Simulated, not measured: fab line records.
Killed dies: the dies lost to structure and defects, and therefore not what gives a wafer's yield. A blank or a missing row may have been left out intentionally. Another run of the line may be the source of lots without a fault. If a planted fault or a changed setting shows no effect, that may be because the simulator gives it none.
Comparing a struck lot with a sound one	flow sky130	23 steps out of a route of 708
Sound: the wafers L328.2, L328.3, L328.4. Struck: wafers L330.1, L330.3, L330.6. Last of all comes the cause.
For every step that has rows: the tool of each side, followed by ch and its chambers, followed by its first start. Under that, the readings that differ: sound wafers	struck wafers	difference of the means	sigmas: that difference in standard deviations of wafers without a fault.
alike: readings with means less than 2 such deviations apart, plus words and numbers identical on both sides. not compared: withheld readings, readings lacking a value on some wafer, bounds such as >300 that could conceal the same value, and numbers that have no deviation in the record and whose values overlap.
A row with sigmas, a row that says differs or no value, or rows on one side alone: a step with any of these is where the two part. When numbers do not overlap yet have no deviation, they are printed without sigmas and do not part them. A reading that every wafer of one side lacks parts them only if that side has two wafers or more.

first, 1 step without rows for these wafers: SKY_SONOS_ONO_DEVELOP_12 (develop time 60 s).
SKY_SONOS_ONO_CD_MEAS_13: the cd target is 410 nm.
  sound on cdSem-02 at day 14 10:43; struck on cdSem-02 at day 15 04:09
  alike: cdNm
SKY_SONOS_ONO_OVL_MEAS_14:
  sound on overlay-02 at day 14 10:50; struck on overlay-02 at day 15 04:16
  alike: SONOS_ONO_OVL
SKY_SONOS_ONO_ETCH_15: etches the open film in CHF3/O2, target depth 19.52 nm, time 7.8 s.
  sound on rieDiel-04 ch 0,1,2, day 14 10:52; struck on rieDiel-04 ch 1,2, day 15 04:18
  alike: chf3FlowSccm, drypumpMotorCurrentA, oesProductAu, throttleValvePct
  not compared: rfHoursCounterH
then, 1 step without rows for these wafers: SKY_SONOS_ONO_WET_ETCH_16 (etches SiO2 in dHF, target depth 14 nm, time 280 s).
SKY_SONOS_ONO_STRIP_17: strips in O2/N2.
  sound on plasmaAsher-03 ch 0,1, day 14 10:58; struck on plasmaAsher-03 ch 0,1, day 15 04:25
reading	sound	struck	difference	sigmas
stripTimeToEndpointS (s)	14.07 14.17 14.06	14.21 14.26 14.21	+0.13	+3
  alike: drypumpMotorCurrentA, oesProductAu
  not compared: rfHoursCounterH
then, 3 steps without rows for these wafers: SKY_SONOS_ONO_WET_ETCH_18 (etches Si3N4 in H3PO4, target depth 15 nm, time 172 s); SKY_GATE_OXIDE_CLEAN_00 (cleans in SC1/SC2, time 150 s); SKY_GATE_OXIDE_OXIDATION_01 (stabilise 600 s, purge 300 s, target thk 10.268 nm).
SKY_GATE_OXIDE_THK_MEAS_02:
  sound on filmMetro-01 at day 14 12:39; struck on filmMetro-01 at day 15 06:06
  alike: GATE_OXIDE_OXIDATION_00_THK
then, 2 steps without rows for these wafers: SKY_GATE_OXIDE_DEHYDRATE_03 (time 60 s); SKY_GATE_OXIDE_HMDS_04 (prime time 60 s).
SKY_GATE_OXIDE_COAT_05: resist thk 1140 nm.
  sound on lithoTrack-01 ch 0, day 15 02:52; struck on lithoTrack-02 ch 0, day 15 18:50
reading	sound	struck	difference	sigmas
model.NOVOLAK_of_GATE_OXIDE_COAT_05.thkNm (nm)	1144 1144 1143	349.4 348.8 349.2	-794.5	
  alike: resistLineTempC
then, 3 steps without rows for these wafers: SKY_GATE_OXIDE_SOFTBAKE_06 (time 60 s); SKY_GATE_OXIDE_EXPOSE_07 (exposes mask LVOM, target cd 600 nm); SKY_GATE_OXIDE_PEB_08.
SKY_GATE_OXIDE_DEVELOP_09: develop time 60 s.
  sound on lithoTrack-02 ch 0, day 15 16:00; struck on lithoTrack-01 ch 0, day 16 09:00
reading	sound	struck	difference	sigmas
model.NOVOLAK_of_GATE_OXIDE_COAT_05.thkNm (nm)	1143 1144 1143	349 348.4 348.8	-795	
  alike: developerTempC, resistLineTempC
SKY_GATE_OXIDE_OVL_MEAS_10:
  sound on overlay-02 at day 15 16:08; struck on overlay-02 at day 16 09:09
  alike: GATE_OXIDE_OVL
then, 2 steps without rows for these wafers: SKY_GATE_OXIDE_IMPLANT_11; SKY_GATE_OXIDE_WET_ETCH_12 (etches SiO2 in dHF, target depth 16.8 nm, time 336 s).
SKY_GATE_OXIDE_STRIP_13: strips in O2/N2.
  sound on plasmaAsher-03 ch 0,1, day 15 16:25; struck on plasmaAsher-03 ch 0,1, day 16 09:26
reading	sound	struck	difference	sigmas
oesProductAu (a.u.)	0.714 0.710 0.713	0.433 0.435 0.429	-0.280	-60
stripTimeToEndpointS (s)	14.24 14.23 14.21	4.77 4.75 4.75	-9.47	-99 or more
  alike: drypumpMotorCurrentA
  not compared: rfHoursCounterH
SKY_GATE_OXIDE_TW_MEAS_14:
  sound on filmMetro-04 at day 15 16:32; struck on filmMetro-04 at day 16 09:32
  alike: GATE_OXIDE_TW
-- record jumps: 31 days separate the struck wafers' starts on either side; left off in module GATE_OXIDE, taken up again in module PAD_OPEN, whose first shown step is the route's number 708 --
SKY_PAD_OPEN_PROBE_99:
  the record has rows for the struck wafers here (prober-01, day 47 15:35) and none for the sound ones

## WHERE THEY PART
At SKY_SONOS_ONO_STRIP_17 first; at SKY_PAD_OPEN_PROBE_99 last (within this record only).

WHY: whatever the simulator had introduced
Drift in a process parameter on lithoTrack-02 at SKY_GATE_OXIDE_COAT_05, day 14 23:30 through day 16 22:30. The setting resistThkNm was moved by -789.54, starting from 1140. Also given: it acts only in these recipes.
